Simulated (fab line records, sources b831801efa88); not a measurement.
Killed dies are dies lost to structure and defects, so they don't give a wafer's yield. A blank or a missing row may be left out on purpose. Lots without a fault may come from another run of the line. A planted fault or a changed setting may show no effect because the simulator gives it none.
Which tool did it? | flow sky130 | 6 lots, 18 wafers sampled, at 3 steps of a route of 708

WHAT THE GAUGES READ, wafer by wafer
SKY_VT_ADJUST_HVTP_CD_MEAS_07: target cd 380 nm.
lot  | measured     | on        | cd_nm (nm)
L995 | day 6 16:31  | cd_sem-02 | 379 378 378
L105 | day 9 07:04  | cd_sem-02 | 384 385 385
L107 | day 9 17:52  | cd_sem-02 | - - -
L110 | day 10 15:55 | cd_sem-02 | 383 383 384
L113 | day 11 14:00 | cd_sem-01 | 380 378 381
L116 | day 12 05:54 | cd_sem-02 | 382 379 382

WHICH TOOL RAN EACH LOT (tool, then ch and the chambers of the sampled wafers, then the start)
lot  | SKY_FIELD_ISO_CMP_27         | SKY_VT_ADJUST_HVTP_COAT_02
L995 | cmp-02 ch 0,2,3, day 2 21:16 | litho_track-03 ch 0, day 6 06:53
L105 | cmp-02 ch 1,2,3, day 5 01:47 | litho_track-04 ch 0, day 8 19:51
L107 | cmp-02 ch 0,1,2, day 5 09:57 | litho_track-03, day 9 07:22
L110 | cmp-01 ch 0,2,3, day 6 02:54 | litho_track-02 ch 0, day 10 04:50
L113 | cmp-01 ch 0,1,2, day 6 19:01 | litho_track-03 ch 0, day 11 02:10
L116 | cmp-02 ch 0,2, day 7 10:47   | litho_track-03 ch 0, day 11 17:40
- SKY_FIELD_ISO_CMP_27: polishes, stops on Si3N4, t overpolish 16 s, target thk 457.8 nm.
- SKY_VT_ADJUST_HVTP_COAT_02: resist thk 1140 nm.

THE ANSWER, worked out from the rows above alone
Rule: what is usual is taken from the lots themselves. Put in order of their means at a reading, lots are off if they are a third of the lots or fewer, leave a main group of 4 or more, and stand apart from it by a gap of 3 or more times the standard deviation of the main group's means; of several such gaps the widest counts. A main group whose means are all the same, to the digits that the tables above print for the reading, isn't used. A lot without any number at a reading at which 4 lots or more have one is off too. The other lots that the step has rows for count as sound.
Off: L107, at SKY_VT_ADJUST_HVTP_CD_MEAS_07 (cd_nm). Without a number there: L107. The main group: mean 381 nm, standard deviation 2.3.
A tool fits if, at a process step before that reading, it ran every lot that is off, and no sound lot after the first of them. The gauges at SKY_VT_ADJUST_HVTP_CD_MEAS_07 are tried like those tools. None of those tried fits.

WHAT THE SIMULATOR HAD PUT IN
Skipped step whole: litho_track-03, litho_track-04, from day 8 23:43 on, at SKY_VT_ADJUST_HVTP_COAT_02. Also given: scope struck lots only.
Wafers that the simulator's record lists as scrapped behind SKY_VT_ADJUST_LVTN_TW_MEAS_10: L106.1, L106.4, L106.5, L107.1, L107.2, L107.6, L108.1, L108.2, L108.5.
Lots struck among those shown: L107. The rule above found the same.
